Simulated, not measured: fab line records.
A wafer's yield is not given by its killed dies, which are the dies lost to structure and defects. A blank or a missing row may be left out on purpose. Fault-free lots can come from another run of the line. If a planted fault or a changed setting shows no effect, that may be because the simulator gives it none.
fab line records | flow sky130
record lots=5 wafers=15 last-day=49
route steps=708 shown VT_ADJUST_LVTN@113 VT_ADJUST_NCORE@119 PAD_OPEN@708
lots that met no fault: taken from a fault-free run of the same line
start-h: hours from the record's opening day to when the first of the lot's shown wafers began | wait-h: hours since the lot's step before | " same as the row above | L1.1+2: several wafers, shown together as one row | - value missing, or start not given | * or withheld: withheld | < > ~ a bound
route shown NAME@n: names a module that has steps shown in the file, with the first one's number in the route | usual: mean/standard deviation of fault-free wafers | same: alike in all rows | chamber/n: place in a boat | sites: each site's reading | _std_site: the values' standard deviation | _edge_site: inner sites' mean taken away from outer sites' mean | radius-mm: how far each site lies from the wafer's centre | mask NAME#n: copy n | behind: tool/chamber where the wafer was last shaped | hold: the reason the lot was held/the length of the hold in hours/how it ended | device: names the non-switching transistor (n, p or np) | end of line: tests of these same wafers at the route's end | for a step that has no rows: nothing shown but its recipe | killed: dies that structure and defects cost at the first sort, which is not the same as the wafer's yield | map: a wafer's dies, x killed, . not, _ none there
set.NAME: the setting as run; set.NAME@STEP: as run at that earlier step | model.NAME: the simulator's own value behind a step, which no gauge read
lots at selected steps of the route; one table per step, one row per wafer
services: from which hour (start-h, from the record's first day; less than 0 if before it) a tool's chamber was out of use, for how many hours, and why
## steps
# step SKY_VT_ADJUST_LVTN_PEB_16
# recipe temp-c=withheld time-s=* resist=NOVOLAK
# step SKY_VT_ADJUST_LVTN_DEVELOP_17
# recipe resist=NOVOLAK developer=TMAH develop-time-s=60 dev-temp-c=23
# step SKY_VT_ADJUST_LVTN_OVL_MEAS_18
# usual VT_ADJUST_LVTN_01_OVL=-0.1/1.3
# columns lot.wafer tool chamber start-h wait-h VT_ADJUST_LVTN_01_OVL[nm]
L991.3 overlay-01 - 196.47 0.1 0.4
L991.4 " - " " 1.4
L991.5 " - " " 1.1
L995.1 overlay-01 - 218.68 0.1 -0.1
L995.2 " - " " -2.2
L995.5 " - " " -0.5
L998.3 overlay-02 - 244.77 0.1 -1.7
L998.4 " - " " -1.7
L998.5 " - " " -1.5
L100.2 overlay-02 - 253.61 0.1 -1.6
L100.3 " - " " 0.8
L100.4 " - " " -0.3
L106.2 overlay-01 - 299.48 0.1 1.7
L106.4 " - " " 0.7
L106.5 " - " " 1.3
# step SKY_VT_ADJUST_LVTN_IMPLANT_19
# recipe species=B energy-kev=30 dose-cm2=6.552e+11 tilt-deg=withheld
# step SKY_VT_ADJUST_LVTN_STRIP_20
# recipe chemistry=O2/N2 power-w=1400 pressure-mtorr=1500 platen-temp-c=withheld o2-flow-sccm=3000 n2-flow-sccm=300 overash-fraction=0.5
# usual drypump-motor-current-A=5.8/0.51 n2-flow-sccm=299.9/0.95 oes-product-au=0.716/0.0045 strip-time-to-endpoint-s=14.20/0.036
# columns lot.wafer tool chamber start-h wait-h drypump-motor-current-A n2-flow-sccm oes-product-au rf-hours-counter-h strip-time-to-endpoint-s
L991.3 plasma-asher-02 0 196.67 0.1 5.0 300.2 0.713 - 14.26
L991.4 " 1 " " 6.2 301.4 0.711 - 14.23
L991.5 " 1 " " 6.2 298.7 0.717 - 14.21
L995.1 plasma-asher-02 0 218.87 0.1 5.0 300.1 0.714 8 14.21
L995.2 " 1 " " 6.2 299.2 0.716 8 14.22
L995.5 " 0 " " 5.0 300.2 0.716 - 14.26
L998.3 plasma-asher-04 1 244.97 0.1 6.2 298.5 0.716 - 14.20
L998.4 " 0 " " 6.2 300.7 0.717 - 14.18
L998.5 " 0 " " 6.3 301.6 0.721 - 14.20
L100.2 plasma-asher-01 1 253.79 0.1 5.9 300.5 0.719 55 14.18
L100.3 " 0 " " 5.4 300.9 0.715 - 14.20
L100.4 " 1 " " 6.0 299.9 0.712 - 14.15
L106.2 plasma-asher-02 1 299.66 0.1 6.2 297.6 0.715 17 14.14
L106.4 " 0 " " 5.0 299.2 0.714 - 14.17
L106.5 " 1 " " 6.2 299.0 0.723 - 14.11
# step SKY_VT_ADJUST_LVTN_TW_MEAS_21
# usual VT_ADJUST_LVTN_2_TW=188.1/2.4
# columns lot.wafer tool chamber start-h wait-h VT_ADJUST_LVTN_2_TW
L991.3 film-metro-02 - 196.76 0.1 186.7
L991.4 " - " " 186.5
L991.5 " - " " 186.5
L995.1 film-metro-02 - 218.97 0.1 186.6
L995.2 " - " " 186.3
L995.5 " - " " 187.0
L998.3 film-metro-01 - 245.06 0.1 185.5
L998.4 " - " " 185.7
L998.5 " - " " 185.1
L100.2 film-metro-04 - 253.90 0.1 189.8
L100.3 " - " " 190.8
L100.4 " - " " 190.0
L106.2 film-metro-04 - 299.77 0.1 190.0
L106.4 " - " " 190.3
L106.5 " - " " 190.4
# step SKY_VT_ADJUST_NCORE_DEHYDRATE_00
# recipe temp-c=200 time-s=60
# step SKY_VT_ADJUST_NCORE_HMDS_01
# recipe prime-time-s=60 prime-temp-c=120
# step SKY_VT_ADJUST_NCORE_COAT_02
# recipe resist=NOVOLAK spin-rpm=3000 resist-thk-nm=1140
# step SKY_VT_ADJUST_NCORE_SOFTBAKE_03
# recipe temp-c=90 time-s=60 resist=NOVOLAK
# step SKY_VT_ADJUST_NCORE_EXPOSE_04
# recipe mask-id=LVTN_COMPLEMENT_THIN na=0.6 source-shape=conventional sigma-outer=0.6 polarization=unpolarized target-cd-nm=380 dose-mj=139
# step SKY_VT_ADJUST_NCORE_PEB_05
# recipe temp-c=withheld time-s=* resist=NOVOLAK
# step SKY_VT_ADJUST_NCORE_DEVELOP_06
# recipe resist=NOVOLAK developer=TMAH develop-time-s=60 dev-temp-c=23
# columns lot.wafer tool chamber start-h wait-h
L991.3+4+5 litho-track-01 0 217.09 0.1
L995.1+2+5 litho-track-02 0 241.35 0.1
L998.3+4+5 litho-track-02 0 268.75 0.1
L100.2+3+4 litho-track-02 0 277.93 0.1
L106.2+4+5 litho-track-01 0 325.56 0.1
# step SKY_VT_ADJUST_NCORE_CD_MEAS_07
# recipe target-cd-nm=380
# usual cd-nm=380.8/2.5
# columns lot.wafer tool chamber start-h wait-h cd-nm
L991.3 cd-sem-02 - 217.23 0.1 380.8
L991.4 " - " " 379.9
L991.5 " - " " 378.9
L995.1 cd-sem-01 - 241.50 0.1 379.0
L995.2 " - " " 379.1
L995.5 " - " " 377.4
L998.3 cd-sem-01 - 268.89 0.1 381.1
L998.4 " - " " 382.1
L998.5 " - " " 381.1
L100.2 cd-sem-02 - 278.07 0.1 384.8
L100.3 " - " " 382.3
L100.4 " - " " 382.0
L106.2 cd-sem-02 - 325.71 0.1 395.7
L106.4 " - " " 392.1
L106.5 " - " " 392.2
# step SKY_VT_ADJUST_NCORE_OVL_MEAS_08
# usual VT_ADJUST_NCORE_OVL=-0.4/1.3
# columns lot.wafer tool chamber start-h wait-h VT_ADJUST_NCORE_OVL[nm]
L991.3 overlay-02 - 217.32 0.1 2.6
L991.4 " - " " 0.3
L991.5 " - " " -1.0
L995.1 overlay-01 - 241.62 0.1 1.4
L995.2 " - " " 1.1
L995.5 " - " " 0.6
L998.3 overlay-02 - 268.99 0.1 0.4
L998.4 " - " " 1.2
L998.5 " - " " -2.2
L100.2 overlay-02 - 278.18 0.1 -2.1
L100.3 " - " " -1.5
L100.4 " - " " -2.5
L106.2 overlay-02 - 325.81 0.1 -1.4
L106.4 " - " " -0.4
L106.5 " - " " -0.2
# step SKY_PAD_OPEN_PROBE_99
# usual killed_at_M0_to_M3=43/6.8 killed_at_M4_up=3.2/1.7 killed-at-contacts=24/5.6 killed-at-front-end=15/4.7 killed-at-other=0.3/0.59 killed-dies=86/10 killed-on-rim=16/4 killed-open=47/6.8 killed-short=39/6.4
# same gross-dies=492 killed-at-back-side=0
# columns lot.wafer tool chamber start-h wait-h killed_at_M0_to_M3 killed_at_M4_up killed-at-contacts killed-at-front-end killed-at-other killed-dies killed-on-rim killed-open killed-short
L991.3 prober-01 - 1104.31 0.2 42 0 30 10 3 85 18 41 43
L991.4 prober-01 - 1104.36 0.2 59 5 23 13 1 101 14 54 46
L991.5 prober-01 - 1104.41 0.2 40 4 18 10 0 72 13 46 26
L995.1 prober-01 - 1125.50 0.1 60 2 26 5 0 93 22 47 45
L995.2 prober-01 - 1125.55 0.1 47 3 25 17 0 92 17 51 40
L995.5 prober-01 - 1125.70 0.2 47 3 24 8 1 83 10 48 34
L998.3 prober-02 - 1145.41 0.2 40 0 29 9 0 78 12 42 36
L998.4 prober-02 - 1145.46 0.2 50 1 23 11 0 85 14 52 33
L998.5 prober-02 - 1145.51 0.2 45 5 16 13 0 79 11 36 43
L100.2 prober-01 - 1173.58 0.1 38 1 23 11 0 73 14 36 37
L100.3 prober-01 - 1173.63 0.2 43 5 24 10 0 82 10 45 37
L100.4 prober-01 - 1173.68 0.2 45 3 24 15 0 87 16 44 43
L106.2 prober-02 - 1187.64 0.1 42 2 30 21 0 95 15 42 52
L106.4 prober-02 - 1187.74 0.2 43 4 33 19 2 101 17 50 51
L106.5 prober-02 - 1187.79 0.2 33 3 18 22 0 76 12 44 32
# killed by level:class
L991.3 VIA1:geometric-particle:open=10 CONTACT:geometric-particle:open=8 LOCAL_INTERCONNECT:geometric-particle:short=7 LI_CONTACT:geometric-particle:open=7 CONTACT:geometric-particle:short=6 VIA3:geometric-particle:open=6 METAL2:geometric-particle:short=6 VIA1:geometric-particle:short=5
L991.4 VIA1:geometric-particle:open=11 VIA2:geometric-particle:open=10 CONTACT:geometric-particle:open=10 METAL2:geometric-particle:short=10 VIA3:geometric-particle:open=9 METAL1:geometric-particle:short=6 POLY_GATE:geometric-particle:short=4 VIA1:geometric-particle:short=4
L991.5 VIA1:geometric-particle:open=9 VIA2:geometric-particle:open=8 CONTACT:geometric-particle:open=8 VIA1:geometric-particle:short=8 LI_CONTACT:geometric-particle:open=4 VIA3:geometric-particle:open=4 METAL1:geometric-particle:short=3 METAL2:geometric-particle:short=3
L995.1 VIA1:geometric-particle:open=15 METAL1:geometric-particle:short=11 LOCAL_INTERCONNECT:geometric-particle:short=9 VIA2:geometric-particle:open=9 CONTACT:geometric-particle:short=6 VIA3:geometric-particle:open=6 CONTACT:geometric-particle:open=5 METAL2:geometric-particle:short=5
L995.2 VIA3:geometric-particle:open=11 VIA1:geometric-particle:open=8 VIA1:geometric-particle:short=7 VIA2:geometric-particle:open=7 LI_CONTACT:geometric-particle:open=6 LOCAL_INTERCONNECT:geometric-particle:short=6 CONTACT:geometric-particle:open=5 METAL2:geometric-particle:short=5
L995.5 VIA1:geometric-particle:open=10 VIA2:geometric-particle:open=9 VIA3:geometric-particle:open=9 CONTACT:geometric-particle:open=7 VIA1:geometric-particle:short=7 LI_CONTACT:geometric-particle:short=6 LI_CONTACT:geometric-particle:open=5 CONTACT:geometric-particle:short=4
L998.3 CONTACT:geometric-particle:open=11 CONTACT:geometric-particle:short=9 VIA3:geometric-particle:open=9 VIA1:geometric-particle:open=8 LI_CONTACT:geometric-particle:open=5 METAL1:geometric-particle:short=4 VIA2:geometric-particle:open=4 VIA2:geometric-particle:short=4
L998.4 VIA1:geometric-particle:open=15 CONTACT:geometric-particle:open=9 VIA2:geometric-particle:open=8 VIA1:geometric-particle:short=6 VIA3:geometric-particle:open=6 VIA3:geometric-particle:short=5 FIELD_ISO:geometric-particle:open=4 FIELD_ISO:geometric-particle:short=4
L998.5 VIA2:geometric-particle:open=8 VIA3:geometric-particle:open=7 FIELD_ISO:geometric-particle:short=6 VIA3:geometric-particle:short=6 CONTACT:geometric-particle:short=5 METAL1:geometric-particle:short=5 VIA1:geometric-particle:open=5 LOCAL_INTERCONNECT:geometric-particle:short=4
L100.2 VIA1:geometric-particle:open=8 CONTACT:geometric-particle:open=8 METAL1:geometric-particle:short=6 VIA1:geometric-particle:short=6 METAL2:geometric-particle:short=6 CONTACT:geometric-particle:short=5 LOCAL_INTERCONNECT:geometric-particle:short=5 FIELD_ISO:geometric-particle:short=4
L100.3 CONTACT:geometric-particle:open=12 VIA2:geometric-particle:open=9 METAL2:geometric-particle:short=7 VIA3:geometric-particle:open=6 VIA1:geometric-particle:open=6 FIELD_ISO:geometric-particle:short=4 LI_CONTACT:geometric-particle:open=4 LOCAL_INTERCONNECT:geometric-particle:short=4
L100.4 VIA1:geometric-particle:open=10 CONTACT:geometric-particle:open=7 VIA2:geometric-particle:open=7 LI_CONTACT:geometric-particle:open=6 METAL1:geometric-particle:short=6 FIELD_ISO:geometric-particle:open=5 POLY_GATE:geometric-particle:short=5 VIA3:geometric-particle:open=5
L106.2 CONTACT:geometric-particle:open=10 VIA1:geometric-particle:open=10 FIELD_ISO:geometric-particle:open=8 CONTACT:geometric-particle:short=8 METAL2:geometric-particle:short=7 LOCAL_INTERCONNECT:geometric-particle:short=6 VIA1:geometric-particle:short=6 POLY_GATE:geometric-particle:open=4
L106.4 VIA1:geometric-particle:open=10 LI_CONTACT:geometric-particle:open=10 METAL2:geometric-particle:short=9 LOCAL_INTERCONNECT:geometric-particle:short=8 CONTACT:geometric-particle:open=8 FIELD_ISO:geometric-particle:short=6 FIELD_ISO:geometric-particle:open=5 VIA3:geometric-particle:open=5
L106.5 VIA1:geometric-particle:open=8 FIELD_ISO:geometric-particle:short=7 POLY_GATE:geometric-particle:open=6 METAL2:geometric-particle:short=6 CONTACT:geometric-particle:open=6 VIA3:geometric-particle:open=6 LI_CONTACT:geometric-particle:open=5 LOCAL_INTERCONNECT:geometric-particle:short=5
## services
# columns tool chamber start-h hours kind
plasma-asher-02 - 174.68 13.5 repair
plasma-asher-04 - 263.98 2.8 pm
plasma-asher-04 - 269.14 4.6 repair
plasma-asher-02 - 298.69 0.9 repair
## key
first-sign step=SKY_VT_ADJUST_NCORE_CD_MEAS_07 reading=cd-nm direction=up sigmas=5 usual=380.8 struck=393.4
effect none on later readings
met-at SKY_VT_ADJUST_NCORE_DEVELOP_06
struck-wafers L106.2,L106.4,L106.5
tester-left-out L106
onset-between 217.09 325.56
also-fits time
fault kind=process-parameter-drift tool=litho-track-01 chamber=- onset-h=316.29 steps=SKY_VT_ADJUST_NCORE_DEVELOP_06 channel=develop-time-s offset=* shape=step end-h=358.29 acts-in=* stated=*
# tester-left-out: of these lots the tester's yield and bins aren't shown, on N5 and GAA mostly nor the transistor test; their killed dies are dies lost to structure and defects alone, not to doping, threshold or leakage, so they don't give the yield
